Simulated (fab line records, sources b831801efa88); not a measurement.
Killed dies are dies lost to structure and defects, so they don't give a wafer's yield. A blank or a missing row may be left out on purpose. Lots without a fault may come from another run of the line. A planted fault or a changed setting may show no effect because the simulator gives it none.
Split-lot experiment | flow sfq_line | 5 lots, 23 wafers read, on a route of 325 steps

THE SPLIT
At SFQ_TRILAYER_M0_ETCH_METAL_ETCH_024 (etches Nb in Cl2/Ar, stops on SiO2, target depth 240 nm, time 120 s), the setting icp_w was moved away from the recipe's 600 W on 5 of the 23 wafers read, by -10.6% to -9.9%. The other wafers ran this setting at the recipe's value.

The reading is taken at the split's own step.

THE READING
KrF_of_TRILAYER_M0_LITHO_COAT_021.thk_nm (the simulator's own value, which no gauge read), in nm, at SFQ_TRILAYER_M0_ETCH_METAL_ETCH_024 (etches Nb in Cl2/Ar, stops on SiO2, target depth 240 nm, time 120 s). The file gives no usual value for it. The 18 wafers here that ran the recipe average 381.1 nm, standard deviation 2 nm.

wafer  | tool, chamber at the split | icp_w as run, W | against the recipe | KrF_of_TRILAYER_M0_LITHO_COAT_021.thk_nm, nm | against lot-mates on the recipe
L074.1 | rie_metal-02, 0            | 600             | recipe             | 384.4                                        | -
L074.2 | rie_metal-02, 1            | 600             | recipe             | 383.8                                        | -
L074.3 | rie_metal-02, 1            | 600             | recipe             | 383.4                                        | -
L074.4 | rie_metal-02, 0            | 600             | recipe             | 382.7                                        | -
L074.5 | rie_metal-02, 1            | 600             | recipe             | 383                                          | -
L077.1 | rie_metal-01, 1            | 536.3           | -10.6%             | 391.9                                        | +12.4
L077.2 | rie_metal-01, 1            | 600             | recipe             | 377.6                                        | -
L077.3 | rie_metal-01, 1            | 600             | recipe             | 380.5                                        | -
L077.4 | rie_metal-01, 1            | 536.3           | -10.6%             | 394.3                                        | +14.8
L077.5 | rie_metal-01, 1            | 600             | recipe             | 380.4                                        | -
L078.2 | rie_metal-03, 1            | 600             | recipe             | 382.7                                        | -
L078.3 | rie_metal-03, 0            | 600             | recipe             | 378.3                                        | -
L078.4 | rie_metal-03, 1            | 600             | recipe             | 381.8                                        | -
L078.5 | rie_metal-03, 1            | 600             | recipe             | 381.6                                        | -
L078.6 | rie_metal-03, 0            | 600             | recipe             | 378.5                                        | -
L079.1 | rie_metal-01, 1            | 540.6           | -9.9%              | 391.4                                        | +11.8
L079.2 | rie_metal-01, 1            | 600             | recipe             | 378.1                                        | -
L079.3 | rie_metal-01, 1            | 540.6           | -9.9%              | 392.5                                        | +12.9
L079.5 | rie_metal-01, 1            | 540.6           | -9.9%              | 390.9                                        | +11.3
L079.6 | rie_metal-01, 1            | 600             | recipe             | 381                                          | -
L081.1 | rie_metal-03, 1            | 600             | recipe             | 380.4                                        | -
L081.4 | rie_metal-03, 1            | 600             | recipe             | 380.3                                        | -
L081.6 | rie_metal-03, 1            | 600             | recipe             | 380.5                                        | -

THE FIT
A straight line over all 23 wafers: KrF_of_TRILAYER_M0_LITHO_COAT_021.thk_nm changes by -1.1 nm for each +1% of icp_w; r = -0.93; the points scatter about the line by 1.9 nm.
The same after taking each lot's own level away (the mean of its wafers on the recipe; 23 wafers): -1.25 nm for each +1%; r = -0.98; scatter 1.2 nm.
On that fit, the largest move of icp_w shifts the reading by 13 nm.
The lots' own levels span 379.50 to 383.46 nm, that is 2.0 times the standard deviation above.
So the lot-to-lot level changes the slope: the two fits differ.
Check: with one of the wafers moved furthest among these (-10.6%) left out of the fit, the line predicts +13.4 nm for it against its lot-mates. It came out at +12.4 nm against them.

OTHER SPLITS ON THESE WAFERS
These wafers also went through other splits before the reading. Each is held against what the fit with the lots' levels taken away leaves over:
other split on the same wafers                  | wafers away from the commonest value | r with KrF_of_TRILAYER_M0_LITHO_COAT_021.thk_nm (lot level and that fit taken away)
SFQ_TRILAYER_L0_LITHO_COAT_010 resist_thk_nm    | 6                                    | -0.09
SFQ_TRILAYER_L0_BARC_OPEN_METAL_ETCH_010 bias_w | 3                                    | -0.03
SFQ_TRILAYER_L0_VIA_LITHO_PEB_016 peb_time_s    | 9                                    | +0.00
SFQ_TRILAYER_M0_LITHO_COAT_026 spin_rpm         | 7                                    | +0.17

THE FILE'S OWN FIT
KrF_of_TRILAYER_M0_LITHO_COAT_021.thk_nm changes by -1.25 nm for each +1% of icp_w, r = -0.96.
